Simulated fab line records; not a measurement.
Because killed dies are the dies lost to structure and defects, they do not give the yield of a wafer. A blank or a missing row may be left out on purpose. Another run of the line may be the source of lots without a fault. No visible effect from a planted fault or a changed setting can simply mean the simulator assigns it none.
2 desks looking at one fault ; flow sky130 ; what lay behind the numbers comes last; until then each desk has only its own

THE METROLOGY DESK
What the gauges read for every lot (on any tool): the sampled wafers with a number, averaged. Marked OUT: a lot whose mean sits more than 4 standard deviations from the usual mean, which makes it out of limits; the brackets give that distance.
Columns: A = VIA2_W_RS at SKY_VIA2_RS_MEAS_22, usual 0.273 ohm/sq; B = VIA2_W_THK at SKY_VIA2_THK_MEAS_23, usual 418 nm
lot;first seen here;A;B
L946;day 38 02:21;0.276;406
L945;day 38 04:21;0.276;414
L950;day 39 06:38;0.273;422
L951;day 39 14:40;0.272;418
L962;day 42 22:10;0.271;423
This desk found nothing out of limits on any of the 5 lots.

DESK OF THE TOOL OWNER: pvd-sputter-02
The tool's own readings at SKY_METAL3_SPUTTER_03 (material Ti, target thk 5 nm, time 3.3 s): means of the sampled wafers that have a number, for each lot that ran on this tool. Marked OUT: a lot whose mean sits more than 4 standard deviations from the usual mean, which makes it out of limits; the brackets give that distance.
Columns: A = throttle-valve-pct at SKY_METAL3_SPUTTER_03, usual 30.2 %
lot;first seen here;A
L945;day 38 04:55;30.9
L951;day 39 15:26;30.8
L962;day 42 22:46;30.8
This desk found nothing out of limits on any of the 3 lots.

PUT TOGETHER
From the metrology desk's view, nothing was out of limits.
The tool owner's desk saw nothing out of limits.

WHAT THE SIMULATOR HAD INSERTED
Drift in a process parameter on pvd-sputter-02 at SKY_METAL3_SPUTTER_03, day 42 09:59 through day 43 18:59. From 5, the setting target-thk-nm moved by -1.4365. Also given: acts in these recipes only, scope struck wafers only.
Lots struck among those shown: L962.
